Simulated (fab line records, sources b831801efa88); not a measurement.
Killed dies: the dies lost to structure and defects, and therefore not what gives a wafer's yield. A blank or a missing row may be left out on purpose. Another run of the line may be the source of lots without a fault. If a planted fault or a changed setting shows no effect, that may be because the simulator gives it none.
Which of the tools did it? || flow sky130 || 33 wafers from 11 lots sampled at 3 of the route's 708 steps

WHAT THE GAUGES SHOWED, per wafer
SKY_VIA2_CD_MEAS_12: the cd target is 200 nm. Usual: cd nm 200.2 nm, standard deviation 1.3.
{"lot": "L987", "measured": "day 36 04:16", "on": "cd sem-01", "cd nm (nm)": "203.1 203.2 202.7", "flag": ""}
{"lot": "L988", "measured": "day 36 19:32", "on": "cd sem-01", "cd nm (nm)": "200.5 199.3 200.3", "flag": ""}
{"lot": "L989", "measured": "day 37 01:26", "on": "cd sem-02", "cd nm (nm)": "199.7 201.5 201.7", "flag": ""}
{"lot": "L993", "measured": "day 38 12:59", "on": "cd sem-02", "cd nm (nm)": "198.8 198.2 199.2", "flag": ""}
{"lot": "L995", "measured": "day 38 21:02", "on": "cd sem-02", "cd nm (nm)": "202.3 201.4 201.5", "flag": ""}
{"lot": "L996", "measured": "day 39 05:34", "on": "cd sem-01", "cd nm (nm)": "200.7 201.1 199.7", "flag": ""}
{"lot": "L997", "measured": "day 39 13:32", "on": "cd sem-01", "cd nm (nm)": "199.7 198.8 199.0", "flag": ""}
{"lot": "L999", "measured": "day 40 07:22", "on": "cd sem-01", "cd nm (nm)": "199.5 199.6 199.9", "flag": ""}
{"lot": "L107", "measured": "day 42 12:19", "on": "cd sem-02", "cd nm (nm)": "201.0 201.7 201.4", "flag": ""}
{"lot": "L109", "measured": "day 43 01:19", "on": "cd sem-01", "cd nm (nm)": "200.9 200.2 200.8", "flag": ""}
{"lot": "L110", "measured": "day 43 11:09", "on": "cd sem-01", "cd nm (nm)": "199.9 198.9 199.0", "flag": ""}

SKY_VIA2_RS_MEAS_22: uses a four-point probe to measure. Usual: VIA2_W_RS gives 0.273 ohm/sq (standard deviation 0.0037).
{"lot": "L987", "measured": "day 36 05:19", "on": "film metro-02", "VIA2_W_RS (ohm/sq)": "0.270 0.272 0.269", "flag": ""}
{"lot": "L988", "measured": "day 36 20:35", "on": "film metro-02", "VIA2_W_RS (ohm/sq)": "0.271 0.269 0.274", "flag": ""}
{"lot": "L989", "measured": "day 37 02:31", "on": "film metro-02", "VIA2_W_RS (ohm/sq)": "0.271 0.276 0.272", "flag": ""}
{"lot": "L993", "measured": "day 38 14:07", "on": "film metro-02", "VIA2_W_RS (ohm/sq)": "0.270 0.272 0.276", "flag": ""}
{"lot": "L995", "measured": "day 38 22:09", "on": "film metro-02", "VIA2_W_RS (ohm/sq)": "0.273 0.280 0.273", "flag": ""}
{"lot": "L996", "measured": "day 39 06:37", "on": "film metro-02", "VIA2_W_RS (ohm/sq)": "0.276 0.276 0.275", "flag": ""}
{"lot": "L997", "measured": "day 39 14:37", "on": "film metro-01", "VIA2_W_RS (ohm/sq)": "0.276 0.268 0.278", "flag": ""}
{"lot": "L999", "measured": "day 40 08:25", "on": "film metro-02", "VIA2_W_RS (ohm/sq)": "0.268 0.275 0.271", "flag": ""}
{"lot": "L107", "measured": "day 42 13:22", "on": "film metro-02", "VIA2_W_RS (ohm/sq)": "0.276 0.269 0.275", "flag": ""}
{"lot": "L109", "measured": "day 43 02:43", "on": "film metro-03", "VIA2_W_RS (ohm/sq)": "0.266 0.268 0.266", "flag": ""}
{"lot": "L110", "measured": "day 43 12:14", "on": "film metro-02", "VIA2_W_RS (ohm/sq)": "0.271 0.270 0.267", "flag": ""}

TOOL THAT RAN EACH LOT (tool first, then ch and the chambers of the sampled wafers, then the start)
{"lot": "L987", "SKY_VIA1_ETCH_14": "rie diel-02 ch 1,2,3, day 33 19:44"}
{"lot": "L988", "SKY_VIA1_ETCH_14": "rie diel-02 ch 0,2,3, day 34 11:49"}
{"lot": "L989", "SKY_VIA1_ETCH_14": "rie diel-02 ch 0,2,3, day 34 18:26"}
{"lot": "L993", "SKY_VIA1_ETCH_14": "rie diel-04 ch 0,1,3, day 36 04:55"}
{"lot": "L995", "SKY_VIA1_ETCH_14": "rie diel-01 ch 0,1,2, day 36 14:41"}
{"lot": "L996", "SKY_VIA1_ETCH_14": "rie diel-04 ch 0,1,2, day 36 22:44"}
{"lot": "L997", "SKY_VIA1_ETCH_14": "rie diel-02 ch 0,1, day 37 07:02"}
{"lot": "L999", "SKY_VIA1_ETCH_14": "rie diel-02 ch 0,2,3, day 38 01:25"}
{"lot": "L107", "SKY_VIA1_ETCH_14": "rie diel-04 ch 0,3, day 40 09:24"}
{"lot": "L109", "SKY_VIA1_ETCH_14": "rie diel-01 ch 0,2,3, day 40 22:50"}
{"lot": "L110", "SKY_VIA1_ETCH_14": "rie diel-01 ch 0,1,3, day 41 08:38"}
- SKY_VIA1_ETCH_14: etches BARC in N2/H2, stops on SiO2, time 45.9 s, target depth 60 nm.

AS READ BY THE TOOLS THEMSELVES (means over the sampled wafers that have a number; for cases with no such wafer, the mark the record gives instead)
SKY_VIA1_ETCH_14. Usual: drypump motor current A 5.5 A, standard deviation 0.4; oes product au 0.855 a.u., standard deviation 0.0047; run length s 74.1 s, standard deviation 0.48; throttle valve pct 13.224 %, standard deviation 0.0092.
{"lot": "L987", "tool": "rie diel-02", "drypump motor current A (A)": 5.6, "oes product au (a.u.)": 0.861, "run length s (s)": 74.2, "throttle valve pct (%)": 13.222, "flag": ""}
{"lot": "L988", "tool": "rie diel-02", "drypump motor current A (A)": 5.5, "oes product au (a.u.)": 0.853, "run length s (s)": 74.3, "throttle valve pct (%)": 13.223, "flag": ""}
{"lot": "L989", "tool": "rie diel-02", "drypump motor current A (A)": 5.4, "oes product au (a.u.)": 0.857, "run length s (s)": 74.4, "throttle valve pct (%)": 13.225, "flag": ""}
{"lot": "L993", "tool": "rie diel-04", "drypump motor current A (A)": 5.6, "oes product au (a.u.)": 0.853, "run length s (s)": 74.0, "throttle valve pct (%)": 13.230, "flag": ""}
{"lot": "L995", "tool": "rie diel-01", "drypump motor current A (A)": 5.4, "oes product au (a.u.)": 0.856, "run length s (s)": 74.1, "throttle valve pct (%)": 13.235, "flag": ""}
{"lot": "L996", "tool": "rie diel-04", "drypump motor current A (A)": 5.4, "oes product au (a.u.)": 0.852, "run length s (s)": 73.8, "throttle valve pct (%)": 13.215, "flag": ""}
{"lot": "L997", "tool": "rie diel-02", "drypump motor current A (A)": 5.4, "oes product au (a.u.)": 0.848, "run length s (s)": 74.1, "throttle valve pct (%)": 13.231, "flag": ""}
{"lot": "L999", "tool": "rie diel-02", "drypump motor current A (A)": 5.4, "oes product au (a.u.)": 0.856, "run length s (s)": 74.4, "throttle valve pct (%)": 13.219, "flag": ""}
{"lot": "L107", "tool": "rie diel-04", "drypump motor current A (A)": 5.9, "oes product au (a.u.)": 0.902, "run length s (s)": 71.3, "throttle valve pct (%)": 13.228, "flag": "OFF"}
{"lot": "L109", "tool": "rie diel-01", "drypump motor current A (A)": 5.7, "oes product au (a.u.)": 0.857, "run length s (s)": 74.1, "throttle valve pct (%)": 13.221, "flag": ""}
{"lot": "L110", "tool": "rie diel-01", "drypump motor current A (A)": 5.7, "oes product au (a.u.)": 0.853, "run length s (s)": 74.1, "throttle valve pct (%)": 13.225, "flag": ""}

THE ANSWER, worked out from the rows above alone
Rule: take the mean of a lot's wafers that have a number; if it is more than 3 standard deviations from the usual mean, the lot is off. A lot without any number at a reading at which 4 lots or more have one is off too. Any other lot the step has rows for is counted as sound. After the gauges, taken in route order, come the tools' own readings; for these a lot's mean is taken, as printed above. The first step at which some lot is off is used, and at that step the reading that is off furthest; a lot without a number counts as furthest.
Off: L107, at SKY_VIA1_ETCH_14 (oes product au).
If a tool, at that step or one of the process steps before it, ran each lot that is off and ran no sound lot following the first of them, it fits. One fits: rie diel-04 at SKY_VIA1_ETCH_14. Its last sound lot is L996 (day 36 22:44), its first lot that is off L107 (day 40 09:24): a fault that began between those two fits.
The tool's own readings at SKY_VIA1_ETCH_14 bear it out: on the lots that are off they differ by more than 5 times the standard deviation of the sound lots' means. oes product au reads 0.902 a.u. there against 0.855 a.u. on the sound lots; run length s reads 71.3 s there against 74.2 s on the sound lots.

WHAT WAS PUT IN BY THE SIMULATOR
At SKY_VIA1_ETCH_14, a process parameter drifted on rie diel-04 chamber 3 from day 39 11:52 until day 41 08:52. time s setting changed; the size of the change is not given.
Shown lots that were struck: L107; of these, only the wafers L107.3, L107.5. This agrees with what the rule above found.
